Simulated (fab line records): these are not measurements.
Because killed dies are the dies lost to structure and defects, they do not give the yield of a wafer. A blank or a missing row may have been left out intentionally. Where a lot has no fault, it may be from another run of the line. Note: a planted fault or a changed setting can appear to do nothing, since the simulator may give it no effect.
Split-lot trial	flow sfq-line	5 lots, 23 wafers read, on a route of 325 steps

THE SPLIT ITSELF
At SFQ_TRILAYER_I5_LITHO_COAT_144 (resist thk 650 nm), the setting resist-thk-nm was moved away from the recipe's 650 nm on 7 of the 23 wafers read, by -5.4% to +4.0%. This setting was run at the recipe's value on the other wafers.

FROM THE SPLIT TO THE READING: what the file shows between them, 3 steps
- SFQ_TRILAYER_I5_LITHO_SOFTBAKE_148
- SFQ_TRILAYER_I5_LITHO_EXPOSE_145: exposes mask I5, target cd 700 nm
- SFQ_TRILAYER_I5_LITHO_DEVELOP_146: time 60 s

THE READING
KrF_of_TRILAYER_I5_LITHO_COAT_144.thk-nm (the simulator's own value, which no gauge read), in nm, at SFQ_TRILAYER_I5_BARC_OPEN_VIA_ETCH_200 (etches BARC in O2, target depth 125 nm, time 41.7 s). There is no usual value for it anywhere in the file. Here, 16 wafers ran the recipe; their average is 571.9 nm with a standard deviation of 2.8 nm.

wafer	tool, chamber at the split	resist-thk-nm as run, nm	against the recipe	KrF_of_TRILAYER_I5_LITHO_COAT_144.thk-nm, nm	against lot-mates on the recipe
L078.2	litho-track-03, 0	614.6	-5.4%	538.8	-35.2
L078.3	litho-track-03, 0	614.6	-5.4%	541.1	-32.9
L078.4	litho-track-03, 0	650	recipe	573.9	-
L078.5	litho-track-03, 0	650	recipe	574.4	-
L078.6	litho-track-03, 0	650	recipe	573.8	-
L079.1	litho-track-04, 0	650	recipe	574.4	-
L079.2	litho-track-04, 0	650	recipe	573.2	-
L079.3	litho-track-04, 0	650	recipe	576.1	-
L081.1	litho-track-02, 0	650	recipe	571.6	-
L081.2	litho-track-02, 0	675.8	+4.0%	598.6	+27.6
L081.4	litho-track-02, 0	675.8	+4.0%	597.2	+26.2
L081.5	litho-track-02, 0	650	recipe	570.3	-
L081.6	litho-track-02, 0	675.8	+4.0%	597.6	+26.6
L083.1	litho-track-02, 0	650	recipe	571.3	-
L083.3	litho-track-02, 0	650	recipe	568.5	-
L083.4	litho-track-02, 0	650	recipe	569.1	-
L083.5	litho-track-02, 0	650	recipe	568.7	-
L083.6	litho-track-02, 0	650	recipe	565.2	-
L084.1	litho-track-03, 0	650	recipe	573.6	-
L084.2	litho-track-03, 0	650	recipe	571.9	-
L084.3	litho-track-03, 0	628.9	-3.2%	554.1	-19.3
L084.5	litho-track-03, 0	650	recipe	574.8	-
L084.6	litho-track-03, 0	628.9	-3.2%	554.8	-18.6

FIT RESULTS
A straight line over all 23 wafers: KrF_of_TRILAYER_I5_LITHO_COAT_144.thk-nm changes by +6.05 nm for each +1% of resist-thk-nm; r = +0.98; the points scatter about the line by 2.7 nm.
The same after taking each lot's own level away (the mean of its wafers on the recipe; 23 wafers): +6.4 nm for each +1%; r = +1.00; scatter 1.4 nm.
Per that fit: largest resist-thk-nm move, reading shift of 35 nm.
Measured against the standard deviation above, the lots' own levels, which go from 568.56 to 574.57 nm, span 2.1 times it.
The two slopes agree, so the slope changes little with the lot-to-lot level.
Check: for one of the wafers moved furthest among these (-5.4%), held out of the fit, the line's prediction against its lot-mates is -34.1 nm. It came out at -35.2 nm against them.

FURTHER SPLITS ON THESE WAFERS
Before the reading, these wafers also passed through other splits. Each is held against what the fit with the lots' levels taken away leaves over:
other split on the same wafers	wafers away from the commonest value	r with KrF_of_TRILAYER_I5_LITHO_COAT_144.thk-nm (lot level and that fit taken away)
SFQ_TRILAYER_JJ_TRILAYER_DEP_SPUTTER_112 time-s	8	-0.17
SFQ_TRILAYER_JJ_CE_LITHO_PEB_117 peb-time-s	6	+0.05
SFQ_TRILAYER_JJ_CE_BARC_OPEN_RIE_150 pressure-mtorr	15	+0.12
SFQ_TRILAYER_M5_LITHO_EXPOSE_124 dose-mj	4	-0.02
SFQ_TRILAYER_A5B_DEP_PECVD_129 time-s	5	-0.27
SFQ_TRILAYER_R5_DEP_SPUTTER_133 power-w	10	+0.11
SFQ_TRILAYER_R5_LITHO_COAT_136 spin-rpm	8	+0.01
SFQ_TRILAYER_R5_BARC_OPEN_METAL_ETCH_177 bias-w	7	+0.02

THE WHOLE CHAIN: every reading that the file lists as answering this split, in the file's order
step	what it does	reading	change (the file's fit)	r (the file's)
SFQ_TRILAYER_I5_LITHO_COAT_144	resist thk 650 nm	KrF_of_TRILAYER_I5_LITHO_COAT_144.thk-nm (the simulator's own value, which no gauge read)	+6.38 nm for each +1% of the setting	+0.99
SFQ_TRILAYER_I5_BARC_OPEN_VIA_ETCH_200	etches BARC in O2, target depth 125 nm, time 41.7 s	KrF_of_TRILAYER_I5_LITHO_COAT_144.thk-nm (the simulator's own value, which no gauge read)	+6.32 nm for each +1% of the setting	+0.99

THE FILE'S OWN FIT
KrF_of_TRILAYER_I5_LITHO_COAT_144.thk-nm changes by +6.32 nm for each +1% of resist-thk-nm, r = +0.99.
